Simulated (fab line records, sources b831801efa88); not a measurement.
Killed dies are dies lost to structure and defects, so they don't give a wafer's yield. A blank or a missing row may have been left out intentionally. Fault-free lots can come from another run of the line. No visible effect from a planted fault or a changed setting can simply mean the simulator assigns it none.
Comparing a struck lot with a sound one :: flow sky130 :: 19 steps out of a route of 708
Sound: wafers L930.2, L930.4, L930.5. The struck wafers were L940.3, L940.5, L940.6. The cause comes at the end.
At each step with rows: each side's tool, then ch and its chambers, then its first start. Under that, the readings that differ: sound wafers :: struck wafers :: difference of the means :: sigmas: that difference in standard deviations of wafers without a fault.
alike: readings with means less than 2 such deviations apart, plus words and numbers identical on both sides. not compared: withheld readings, readings lacking a value on some wafer, bounds such as >300 that could conceal the same value, and numbers that have no deviation in the record and whose values overlap.
The two part at a step that has a row with sigmas, a row that says differs or no value, or rows on one side only. Numbers that don't overlap but have no deviation are shown without sigmas and don't part them. A reading that every wafer of one side lacks parts them only if that side has two wafers or more.

first, 4 steps without rows for these wafers: SKY_METAL2_STRIP_21 (strips in post etch residue remover, time 1200 s); SKY_METAL2_CLEAN_22 (cleans in IPA, time 180 s); SKY_METAL2_CLEAN_23 (cleans in O3/DIW); SKY_VIA2_HDPCVD_00 (deposits SiO2, target thk 1180 nm, time 196.7 s).
SKY_VIA2_THK_MEAS_01:
  struck on filmMetro-01, day 38 21:30; sound on filmMetro-01, day 35 13:21
  alike: VIA2_HDPCVD_THK
SKY_VIA2_CMP_02: polishes SiO2.
  sound on cmp-02 ch 0,1,2, day 35 13:27; struck on cmp-02 ch 0,3, day 38 21:35
  alike: motorCurrentA, slurryFilterDpKPa
SKY_VIA2_BOW_MEAS_03:
  struck on filmMetro-01, day 38 21:53; sound on filmMetro-04, day 35 13:43
  alike: VIA2_BOW
then, 5 steps without rows for these wafers: SKY_VIA2_DEHYDRATE_04 (time 60 s); SKY_VIA2_HMDS_05 (prime time 60 s); SKY_VIA2_COAT_06 (resist thk 60 nm); SKY_VIA2_COAT_07 (resist thk 450 nm); SKY_VIA2_SOFTBAKE_08 (time 90 s).
SKY_VIA2_EXPOSE_09: exposes mask VIM2, target cd 200 nm.
  sound on krfScanner-02 ch 0, day 36 03:43; struck on krfScanner-02 ch 0, day 39 10:29
reading: model.VIA2.overlayXNm (nm)
sound: 5.715 5.715 5.715
struck: 31.15 31.15 31.15
difference: +25.43
sigmas: 
  alike: mask
then, 2 steps without rows for these wafers: SKY_VIA2_PEB_10; SKY_VIA2_DEVELOP_11 (develop time 60 s).
SKY_VIA2_CD_MEAS_12: target cd 200 nm.
  struck on cdSem-02, day 39 21:55; sound on cdSem-01, day 36 15:40
  alike: cdNm
SKY_VIA2_OVL_MEAS_13:
  struck on overlay-01, day 39 22:00; sound on overlay-01, day 36 15:46
reading: VIA2_OVL (nm)
sound: 8 14 12
struck: 34 29 38
difference: +22
sigmas: +4
SKY_VIA2_ETCH_14: etches BARC in N2/H2, stops on SiO2, time 45.9 s, target depth 60 nm.
  sound on rieDiel-02 ch 1,2,3, day 36 15:47; struck on rieDiel-01 ch 0,1, day 39 22:02
  alike: drypumpMotorCurrentA, oesProductAu, throttleValvePct
  not compared: rfHoursCounterH
-- the record jumps here: 9 days lie between the struck wafers' starts before and after (it left off in module VIA2 and takes up again in module PAD_OPEN, whose first step shown is number 708 of the route) --
SKY_PAD_OPEN_PROBE_99:
  the record has rows for the struck wafers here (prober-01, day 48 16:07) and none for the sound ones

== WHERE THEY PART ==
At SKY_VIA2_OVL_MEAS_13 first; at SKY_PAD_OPEN_PROBE_99 last (within this record only).

WHY: whatever the simulator had introduced
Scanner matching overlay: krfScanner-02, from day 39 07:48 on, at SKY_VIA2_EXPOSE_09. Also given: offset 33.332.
